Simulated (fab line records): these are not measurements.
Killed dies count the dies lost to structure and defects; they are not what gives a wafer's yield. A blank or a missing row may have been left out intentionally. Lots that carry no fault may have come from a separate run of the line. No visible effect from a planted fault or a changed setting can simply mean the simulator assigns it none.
Matching of chambers -- flow sky130 -- SKY_FIELD_ISO_ETCH_15 on rieDiel-04: 4 sister chambers
The step etches the open film in CHF3/O2, stops on Si, target depth 180 nm, time 72 s. 20 wafers are shown with their chamber, then 10 later ones without.

== WAFERS WITH THEIR CHAMBER ==
wafer,chamber,drypumpMotorCurrentA (A),throttleValvePct (%),chf3FlowSccm (sccm)
L079.2,0,5.5,8.846,50.14
L079.5,0,5.5,8.852,50.20
L079.6,1,6.4,8.855,50.01
L081.3,0,5.5,8.851,50.31
L081.4,3,5.9,8.838,49.93
L081.6,2,6.2,8.854,50.08
L084.4,3,5.9,8.828,50.02
L084.5,2,6.2,8.839,50.06
L084.6,0,5.5,8.847,49.99
L088.2,2,6.2,8.864,49.95
L088.5,3,5.9,8.852,49.84
L088.6,2,6.1,8.852,50.13
L089.2,2,6.2,8.853,50.07
L089.4,3,5.9,8.833,49.81
L089.5,1,6.4,8.839,49.86
L090.3,1,6.4,8.849,50.02
L090.4,2,6.2,8.852,50.17
L090.6,0,5.5,8.842,49.96
L092.1,3,5.9,8.839,50.32
L092.2,1,6.4,8.849,49.97

SIGNATURES, as means of the wafers listed above
reading,chamber 0,chamber 1,chamber 2,chamber 3,scatter within a chamber
drypumpMotorCurrentA,5.500,6.400,6.183,5.900,0.0228
throttleValvePct,8.84760,8.84800,8.85233,8.83800,0.00723
chf3FlowSccm,50.1200,49.9650,50.0767,49.9840,0.136
Rule: a wafer's distance from a chamber is the root of the sum, over the readings, of the square of ((its reading less the chamber's mean) divided by the reading's scatter). If the next closest chamber is less than 2 further off than the closest, the wafer can't be placed; otherwise it belongs to the closest. How the scatter is found: for the shown wafers, subtract from each reading the mean of its chamber, square and add these, divide the total by (wafers less chambers), then take the root.

== WAFERS WITHOUT THEIR CHAMBER ==
wafer,drypumpMotorCurrentA (A),throttleValvePct (%),chf3FlowSccm (sccm)
L092.5,6.2,8.843,49.90
L093.1,6.4,8.831,50.05
L093.3,5.5,8.861,49.87
L093.4,6.2,8.841,49.93
L095.2,5.5,8.826,50.05
L095.4,6.2,8.841,49.88
L095.6,6.1,8.866,49.92
L096.2,6.4,8.857,50.05
L096.3,5.9,8.843,50.01
L096.5,6.2,8.841,50.17

== EACH ONE'S CHAMBER ==
wafer,from the rows above,in truth
L092.5,2,2
L093.1,1,1
L093.3,0,0
L093.4,2,2
L095.2,0,0
L095.4,2,2
L095.6,2,2
L096.2,1,1
L096.3,3,3
L096.5,2,2
Correctly placed: 10 of 10. Can't be placed from these rows: 0. Number placed wrongly: 0.
